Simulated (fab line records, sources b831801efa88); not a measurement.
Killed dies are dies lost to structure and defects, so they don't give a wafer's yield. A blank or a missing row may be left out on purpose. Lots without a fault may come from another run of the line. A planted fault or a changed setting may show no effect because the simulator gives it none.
Chamber matching | flow sky130 | SKY_CONTACT_ETCH_17 on rie_diel-02: 4 sister chambers
The step etches SiO2 in C4F8/O2/Ar, stops on Si3N4, target depth 340 nm. 8 wafers are shown with their chamber, then 7 later ones without.

WAFERS WITH THEIR CHAMBER
wafer  | chamber | oes_product_au (a.u.)
L075.6 | 2       | 0.896
L078.2 | 2       | 0.895
L079.5 | 0       | 0.891
L083.2 | 1       | 0.891
L083.4 | 3       | 0.892
L083.5 | 3       | 0.891
L092.2 | 0       | 0.887
L092.4 | 1       | 0.889

WAFERS WITHOUT THEIR CHAMBER
wafer  | oes_product_au (a.u.)
L092.6 | 0.898
L093.2 | 0.894
L093.4 | 0.890
L093.6 | 0.901
L095.2 | 0.894
L095.3 | 0.886
L095.4 | 0.895

WHICH CHAMBER EACH WENT THROUGH
wafer  | from the rows above          | in truth
L092.6 | 2                            | 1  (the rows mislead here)
L093.2 | can't be placed: 2 or 3 or 1 | 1
L093.4 | can't be placed: 1 or 0 or 3 | 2
L093.6 | 2                            | 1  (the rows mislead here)
L095.2 | can't be placed: 2 or 3 or 1 | 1
L095.3 | can't be placed: 0 or 1 or 3 | 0
L095.4 | can't be placed: 2 or 3      | 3
Placed correctly: 0 of 7. Can't be placed from these rows: 5 (the true chamber is among the candidates in 4). Placed wrongly: 2.
How it was worked out, from the rows above alone: a wafer's distance from a chamber is the root of the sum, over the readings, of the square of ((its reading less the chamber's mean) divided by the reading's scatter). The wafer belongs to the nearest chamber; if the next one is less than 2 further off, it can't be placed. A chamber's mean is the mean of its shown wafers. The scatter: the root of (the sum of the squares of (reading less its chamber's mean) over the shown wafers, divided by (wafers less chambers)).
